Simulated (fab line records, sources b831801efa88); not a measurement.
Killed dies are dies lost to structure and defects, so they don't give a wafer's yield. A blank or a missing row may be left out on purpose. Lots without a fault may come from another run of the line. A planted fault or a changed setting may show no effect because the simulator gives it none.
fab line records | flow gf180mcu
record lots=6 wafers=18 last_day=34
route steps=602 shown V2@400 M3@409
lots that met no fault: from a run of the same line without faults
start_h: hours from the record's first day to the start of the lot's first wafer shown | wait_h: hours since the lot's step before | " the same as in the row above | L1.1+2: a row that stands for several wafers | - no value, or no start given | * or withheld: withheld | < > ~ a bound
route shown NAME@n: a module of which the file shows steps, and the number in the route of the first | usual: mean/standard deviation of fault-free wafers | same: alike in all rows | chamber/n: place in a boat | sites: the reading at each site | _std_site: their standard deviation | _edge_site: outer sites' mean less inner sites' | radius_mm: how far each site lies from the wafer's centre | mask NAME#n: copy n | behind: the tool/chamber that last shaped the wafer | hold: why the lot was held/for how many hours/how that ended | device: the transistor (n, p or np) that didn't switch | end of line: the same wafers' tests at the end of the route | a step without rows: its recipe alone | killed: dies lost to structure and defects at the first sort, not the wafer's yield | map: a wafer's dies, x killed, . not, _ none there
set.NAME: the setting as run; set.NAME@STEP: as run at that earlier step | model.NAME: the simulator's own value behind a step, which no gauge read
lots at some steps of the route; a table a step, a row a wafer
services: from which hour (start_h, from the record's first day; less than 0 if before it) a tool's chamber was out of use, for how many hours, and why
## steps
# step GF_V2_STRIP_18
# recipe chemistry=O2/N2 power_w=1400 pressure_mtorr=1500 platen_temp_c=250 o2_flow_sccm=3000 n2_flow_sccm=300 overash_fraction=0.5
# step GF_V2_STRIP_19
# recipe chemistry=post_etch_residue_remover time_s=1200 temp_c=72.5
# step GF_V2_CLEAN_20
# recipe chemistry=DIW dry=n2_spin
# step GF_V2_SPUTTER_21
# recipe material=Ti target_thk_nm=15 chamber_pressure_pa=5 power_w=2500 substrate_temp_c=200 time_s=80.02
# usual cathode_dc_power_W=2500.1/0.42 chamber_pressure_pa=4.998/0.011 throttle_valve_pct=30.1/1
# columns lot.wafer tool chamber start_h wait_h cathode_dc_power_W chamber_pressure_pa throttle_valve_pct
L774.3 pvd_sputter-02 - 464.74 0.0 2500.2 4.982 29.3
L774.4 " - " " 2500.4 4.998 31.4
L774.5 " - " " 2499.5 4.983 29.1
L782.1 pvd_sputter-03 - 540.98 0.0 2499.8 5.010 31.4
L782.2 " - " " 2499.4 5.007 31.5
L782.5 " - " " 2500.5 5.008 31.2
L788.2 pvd_sputter-04 - 585.99 0.0 2500.3 5.009 31.5
L788.3 " - " " 2500.6 5.004 30.2
L788.6 " - " " 2500.3 5.006 31.3
L789.1 pvd_sputter-04 - 591.41 0.0 2499.7 5.005 30.0
L789.4 " - " " 2499.6 4.988 31.6
L789.6 " - " " 2500.1 4.986 31.7
L796.3 pvd_sputter-04 - 642.12 0.0 2500.4 5.008 31.2
L796.4 " - " " 2500.0 4.984 30.3
L796.5 " - " " 2500.3 5.002 29.9
L797.4 pvd_sputter-04 - 648.99 0.0 2499.5 5.000 30.4
L797.5 " - " " 2499.7 4.987 31.5
L797.6 " - " " 2500.4 4.986 30.0
# step GF_V2_SPUTTER_22
# recipe material=TiN target_thk_nm=10 chamber_pressure_pa=5 power_w=4000 time_s=40
# step GF_V2_CVD_23
# recipe material=W target_thk_nm=350 time_s=104.94 temp_c=400 pressure_torr=40
# usual heater_power_w=860/26
# columns lot.wafer tool chamber start_h wait_h heater_power_w
L774.3 cvd_w-01 0 464.87 0.1 880
L774.4 " 1 " " 840
L774.5 " 1 " " 822
L782.1 cvd_w-01 0 541.08 0.0 879
L782.2 " 1 " " 838
L782.5 " 0 " " 904
L788.2 cvd_w-01 1 586.09 0.0 825
L788.3 " 1 " " 831
L788.6 " 0 " " 921
L789.1 cvd_w-01 1 591.51 0.0 830
L789.4 " 1 " " 852
L789.6 " 1 " " 863
L796.3 cvd_w-02 1 642.29 0.1 881
L796.4 " 1 " " 899
L796.5 " 1 " " 905
L797.4 cvd_w-01 0 649.13 0.1 895
L797.5 " 0 " " 873
L797.6 " 1 " " 848
# step GF_V2_RS_MEAS_24
# recipe thk_meas_gauge=four-point-probe reads=W_of_V2_CVD_23+TiN_of_V2_SPUTTER_22+Ti_of_V2_SPUTTER_21
# usual V2_W_RS=0.329/0.0049
# columns lot.wafer tool chamber start_h wait_h V2_W_RS[ohm/sq]
L774.3 film_metro-02 - 464.99 0.1 0.328
L774.4 " - " " 0.332
L774.5 " - " " 0.333
L782.1 film_metro-02 - 541.20 0.1 0.334
L782.2 " - " " 0.337
L782.5 " - " " 0.334
L788.2 film_metro-02 - 586.22 0.1 0.337
L788.3 " - " " 0.339
L788.6 " - " " 0.332
L789.1 film_metro-03 - 591.62 0.1 0.341
L789.4 " - " " 0.333
L789.6 " - " " 0.331
L796.3 film_metro-02 - 642.48 0.2 0.320
L796.4 " - " " 0.320
L796.5 " - " " 0.322
L797.4 film_metro-01 - 649.27 0.1 0.331
L797.5 " - " " 0.330
L797.6 " - " " 0.340
# step GF_V2_THK_MEAS_25
# recipe thk_meas_gauge=xrf reads=W_of_V2_CVD_23
# usual V2_W_THK=350/5.8
# columns lot.wafer tool chamber start_h wait_h V2_W_THK[nm]
L774.3 film_metro-02 - 465.09 0.1 350
L774.4 " - " " 346
L774.5 " - " " 347
L782.1 film_metro-02 - 541.32 0.1 346
L782.2 " - " " 342
L782.5 " - " " 346
L788.2 film_metro-02 - 586.33 0.1 345
L788.3 " - " " 342
L788.6 " - " " 350
L789.1 film_metro-03 - 591.74 0.1 334
L789.4 " - " " 342
L789.6 " - " " 343
L796.3 film_metro-02 - 642.58 0.1 358
L796.4 " - " " 359
L796.5 " - " " 357
L797.4 film_metro-01 - 649.36 0.1 349
L797.5 " - " " 351
L797.6 " - " " 339
# step GF_V2_CMP_26
# recipe stop_on=SiO2 down_force_psi=3.5 platen_rpm=60 t_overpolish_s=15 target_thk_nm=0 pad_velocity_m_s=0.94248
# step GF_M3_SPUTTER_00
# recipe material=Ti target_thk_nm=37.5 arriving_ion_energy_ev=80 substrate_temp_c=200 chamber_pressure_pa=2 power_w=4000 time_s=150
# usual cathode_dc_power_W=3999.9/0.71 chamber_pressure_pa=2.000/0.0041 throttle_valve_pct=30.3/1.1
# columns lot.wafer tool chamber start_h wait_h cathode_dc_power_W chamber_pressure_pa throttle_valve_pct
L774.3 pvd_sputter-01 - 465.43 0.2 3998.7 1.995 28.4
L774.4 " - " " 4000.7 2.000 30.8
L774.5 " - " " 4000.8 1.997 28.7
L782.1 pvd_sputter-04 - 541.68 0.2 3999.8 1.998 29.8
L782.2 " - " " 4000.9 2.000 31.4
L782.5 " - " " 3999.2 2.004 31.5
L788.2 pvd_sputter-01 - 586.68 0.2 4001.9 2.002 31.1
L788.3 " - " " 3999.8 1.994 28.9
L788.6 " - " " 3999.2 2.000 30.0
L789.1 pvd_sputter-04 - 592.10 0.2 3999.9 1.998 29.9
L789.4 " - " " 3998.3 1.999 31.5
L789.6 " - " " 4000.1 2.001 29.9
L796.3 pvd_sputter-01 - 642.92 0.2 3999.4 2.002 31.1
L796.4 " - " " 3999.0 2.003 30.6
L796.5 " - " " 4000.5 1.998 28.6
L797.4 pvd_sputter-01 - 649.69 0.2 4000.3 1.998 30.9
L797.5 " - " " 4001.5 2.005 30.0
L797.6 " - " " 3999.5 2.002 28.2
# step GF_M3_SPUTTER_01
# recipe material=TiN target_thk_nm=30 power_w=6500 time_s=25 chamber_pressure_pa=0.4
# usual cathode_dc_power_W=6500.0/1.1 chamber_pressure_pa=0.4001/0.00088 throttle_valve_pct=30.3/1.1
# columns lot.wafer tool chamber start_h wait_h cathode_dc_power_W chamber_pressure_pa throttle_valve_pct
L774.3 pvd_sputter-01 - 465.53 0.1 6501.8 0.4000 28.3
L774.4 " - " " 6498.8 0.3987 30.8
L774.5 " - " " 6499.5 0.3992 28.8
L782.1 pvd_sputter-04 - 541.78 0.1 6497.3 0.3984 30.2
L782.2 " - " " 6499.7 0.3972 31.9
L782.5 " - " " 6500.0 0.3994 31.6
L788.2 pvd_sputter-01 - 586.78 0.1 6500.6 0.3998 30.9
L788.3 " - " " 6501.9 0.4010 28.1
L788.6 " - " " 6500.3 0.4013 30.0
L789.1 pvd_sputter-04 - 592.20 0.1 6496.9 0.3997 29.9
L789.4 " - " " 6500.4 0.4003 31.5
L789.6 " - " " 6500.2 0.4014 30.0
L796.3 pvd_sputter-01 - 643.03 0.1 6500.1 0.3979 30.8
L796.4 " - " " 6501.6 0.4015 30.6
L796.5 " - " " 6499.7 0.3998 28.2
L797.4 pvd_sputter-01 - 649.80 0.1 6498.9 0.4028 30.9
L797.5 " - " " 6499.0 0.4028 29.9
L797.6 " - " " 6499.5 0.4004 28.3
# step GF_M3_SPUTTER_02
# recipe material=AlCu target_thk_nm=450 power_w=10600 time_s=23.9 chamber_pressure_pa=0.4
# usual cathode_dc_power_W=10600/2 chamber_pressure_pa=0.4000/0.00076 throttle_valve_pct=30.3/1.1
# columns lot.wafer tool chamber start_h wait_h cathode_dc_power_W chamber_pressure_pa throttle_valve_pct
L774.3 pvd_sputter-01 - 465.56 0.0 10601 0.3991 28.8
L774.4 " - " " 10598 0.3998 30.8
L774.5 " - " " 10595 0.4000 28.6
L782.1 pvd_sputter-04 - 541.81 0.0 10601 0.3994 30.2
L782.2 " - " " 10603 0.4000 31.7
L782.5 " - " " 10599 0.3987 31.6
L788.2 pvd_sputter-01 - 586.81 0.0 10600 0.4001 31.1
L788.3 " - " " 10598 0.4013 28.8
L788.6 " - " " 10602 0.3991 29.8
L789.1 pvd_sputter-04 - 592.23 0.0 10601 0.4011 29.7
L789.4 " - " " 10600 0.4004 31.4
L789.6 " - " " 10600 0.3990 30.1
L796.3 pvd_sputter-01 - 643.06 0.0 10599 0.4007 31.2
L796.4 " - " " 10603 0.3993 31.0
L796.5 " - " " 10603 0.3995 28.5
L797.4 pvd_sputter-01 - 649.83 0.0 10600 0.3998 31.0
L797.5 " - " " 10600 0.3996 30.0
L797.6 " - " " 10602 0.4003 28.5
# step GF_M3_SPUTTER_03
# recipe material=Ti target_thk_nm=10 substrate_temp_c=300 chamber_pressure_pa=0.3 power_w=3000 time_s=6.7
# usual cathode_dc_power_W=3000.0/0.57 chamber_pressure_pa=0.3000/0.00057 throttle_valve_pct=30.3/1.1
# columns lot.wafer tool chamber start_h wait_h cathode_dc_power_W chamber_pressure_pa throttle_valve_pct
L774.3 pvd_sputter-01 - 465.59 0.0 3000.1 0.2991 28.6
L774.4 " - " " 3000.1 0.2997 30.9
L774.5 " - " " 2999.5 0.2993 28.3
L782.1 pvd_sputter-04 - 541.84 0.0 3000.9 0.2999 29.9
L782.2 " - " " 3000.1 0.3005 31.7
L782.5 " - " " 3000.1 0.2997 31.3
L788.2 pvd_sputter-01 - 586.84 0.0 - - -
L788.3 " - " " - - -
L788.6 " - " " - - -
L789.1 pvd_sputter-04 - 592.26 0.0 - - -
L789.4 " - " " - - -
L789.6 " - " " - - -
L796.3 pvd_sputter-01 - 643.10 0.0 2999.5 0.3004 31.0
L796.4 " - " " 3000.4 0.2994 30.9
L796.5 " - " " 3000.4 0.2992 28.5
L797.4 pvd_sputter-01 - 649.86 0.0 3001.1 0.3005 30.6
L797.5 " - " " 2999.7 0.2993 30.2
L797.6 " - " " 2999.8 0.3008 28.3
# step GF_M3_SPUTTER_04
# recipe material=TiN target_thk_nm=50 power_w=6500 time_s=41.7 chamber_pressure_pa=0.4
## services
# columns tool chamber start_h hours kind
pvd_sputter-01 - 455.96 2.0 repair
pvd_sputter-03 - 464.29 0.8 repair
pvd_sputter-02 - 476.09 2.2 repair
cvd_w-01 - 478.19 2.8 pm
cvd_w-01 - 532.29 0.5 repair
cvd_w-02 - 545.60 1.5 repair
pvd_sputter-02 - 583.16 5.7 repair
pvd_sputter-02 - 604.43 3.6 repair
cvd_w-01 - 605.68 6.0 pm
cvd_w-02 0 629.65 12.9 repair
## key
first_sign step=GF_M3_SPUTTER_03 reading=tool_record direction=missing
effect none on later readings
met_at GF_M3_SPUTTER_03
struck_wafers L788.2,L788.3,L788.6,L789.1,L789.4,L789.6
later_rows_left_out L788.2,L788.3,L788.6,L789.1,L789.4,L789.6
sort_left_out L788.2,L788.3,L788.6,L789.1,L789.4,L789.6
onset_between 541.84 586.84
fault kind=skipped_step_whole tool=pvd_sputter-01,pvd_sputter-04 chamber=- onset_h=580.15 steps=GF_M3_SPUTTER_03 scope=struck_lots_only
# sort_left_out: the simulated sort isn't trusted on such a fault, so these wafers' sort isn't shown, and their yield isn't known
# later_rows_left_out: the simulator's readings of these wafers behind a module that went badly wrong aren't trusted and aren't shown, but for the sort
